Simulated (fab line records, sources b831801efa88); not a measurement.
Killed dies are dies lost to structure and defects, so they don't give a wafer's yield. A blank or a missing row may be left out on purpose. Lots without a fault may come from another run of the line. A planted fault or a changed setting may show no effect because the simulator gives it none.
A struck lot beside a sound one | flow gf180mcu | 15 steps out of a route of 602
Sound: wafers L760.1, L760.5, L760.6. Struck: wafers L777.2, L777.3, L777.6. The cause comes at the end.
At each step with rows: each side's tool, then ch and its chambers, then its first start. Under that, the readings that differ: sound wafers | struck wafers | difference of the means | sigmas: that difference in standard deviations of wafers without a fault.
alike: readings whose means differ by less than 2 such deviations, and words and numbers that are the same on both sides. not compared: withheld readings, readings that some wafer has no value for, bounds like >300 that may hide the same value, and numbers for which the record gives no deviation and whose values overlap.
The two part at a step that has a row with sigmas, a row that says differs or no value, or rows on one side only. Numbers that don't overlap but have no deviation are shown without sigmas and don't part them. A reading that every wafer of one side lacks parts them only if that side has two wafers or more.

first, 3 steps without rows for these wafers: GF_M5_EXPOSE_04 (exposes mask Metal5, target cd 280 nm); GF_M5_PEB_05 (peb time 90 s); GF_M5_DEVELOP_06 (develop time 60 s).
GF_M5_CD_MEAS_07: target cd 280 nm.
  sound on cd_sem-01, day 27 02:10; struck on cd_sem-01, day 32 02:20
  reading    | sound             | struck            | difference | sigmas
  cd_nm (nm) | 279.1 278.5 278.6 | 282.7 281.9 280.6 | +3.0       | +2
GF_M5_OVL_MEAS_08:
  sound on overlay-01, day 27 02:17; struck on overlay-01, day 32 02:27
  alike: M5_OVL
GF_M5_ETCH_09: etches Si3N4 in CF4/O2, target depth 52 nm, time 11.6 s.
  sound on rie_diel-03 ch 0,2,3, day 27 02:20; struck on rie_diel-04 ch 0,3, day 32 02:29
  alike: bias_w, chamber_pressure_mTorr, drypump_motor_current_A, oes_product_au, rf_fwd_power_W, throttle_valve_pct
  not compared: rf_hours_counter_h
GF_M5_METAL_ETCH_10: etches the open film in Cl2/BCl3, stops on SiO2, target depth 750.8 nm, time 125.1 s.
  sound on rie_metal-03 ch 0,1, day 27 02:21; struck on rie_metal-03 ch 0,1, day 32 02:30
  reading                | sound                | struck               | difference | sigmas
  throttle_valve_pct (%) | 28.237 28.249 28.255 | 28.220 28.222 28.231 | -0.023     | -2
  alike: bcl3_flow_sccm, bias_w, chamber_pressure_mTorr, drypump_motor_current_A, oes_product_au, rf_fwd_power_W
  not compared: rf_hours_counter_h
GF_M5_STRIP_11: strips in O2/N2.
  sound on plasma_asher-03 ch 0,1, day 27 02:29; struck on plasma_asher-03 ch 0,1, day 32 02:38
  alike: chamber_pressure_mTorr, drypump_motor_current_A, heater_power_w, oes_product_au, strip_time_to_endpoint_s
  not compared: rf_hours_counter_h
then, 3 steps without rows for these wafers: GF_M5_STRIP_12 (strips in post etch residue remover, time 1200 s); GF_M5_CLEAN_13 (cleans in DIW); GF_V5_CVD_00 (deposits SiO2, target thk 300 nm, time 50 s).
GF_V5_THK_MEAS_01:
  sound on film_metro-03, day 27 03:04; struck on film_metro-03, day 32 03:13
  alike: V5_CVD_00_THK
GF_V5_CVD_02: deposits SiO2 from TEOS, target thk 1450 nm, time 163.28 s.
  sound on pecvd-01 ch 0,1,2, day 27 03:07; struck on pecvd-03 ch 0,1, day 32 03:16
  reading            | sound             | struck            | difference | sigmas
  rf_fwd_power_W (W) | 595.0 595.7 600.4 | 501.3 503.1 500.5 | -95.4      | -48
  alike: heater_power_w
  not compared: model.SiO2_of_V5_CVD_02.thk_nm
GF_V5_THK_MEAS_03:
  sound on film_metro-02, day 27 03:13; struck on film_metro-02, day 32 03:23
  alike: V5_CVD_02_THK
-- the record jumps here: 2 days lie between the struck wafers' starts before and after (it left off in module V5 and takes up again in module PASSIVATION, whose first step shown is number 602 of the route) --
GF_PASSIVATION_PROBE_99:
  the record has rows for the struck wafers here (prober-01, day 34 07:34) and none for the sound ones

WHERE THEY PART
First at GF_M5_CD_MEAS_07; last, within this record, at GF_PASSIVATION_PROBE_99.

WHY: what the simulator had put in
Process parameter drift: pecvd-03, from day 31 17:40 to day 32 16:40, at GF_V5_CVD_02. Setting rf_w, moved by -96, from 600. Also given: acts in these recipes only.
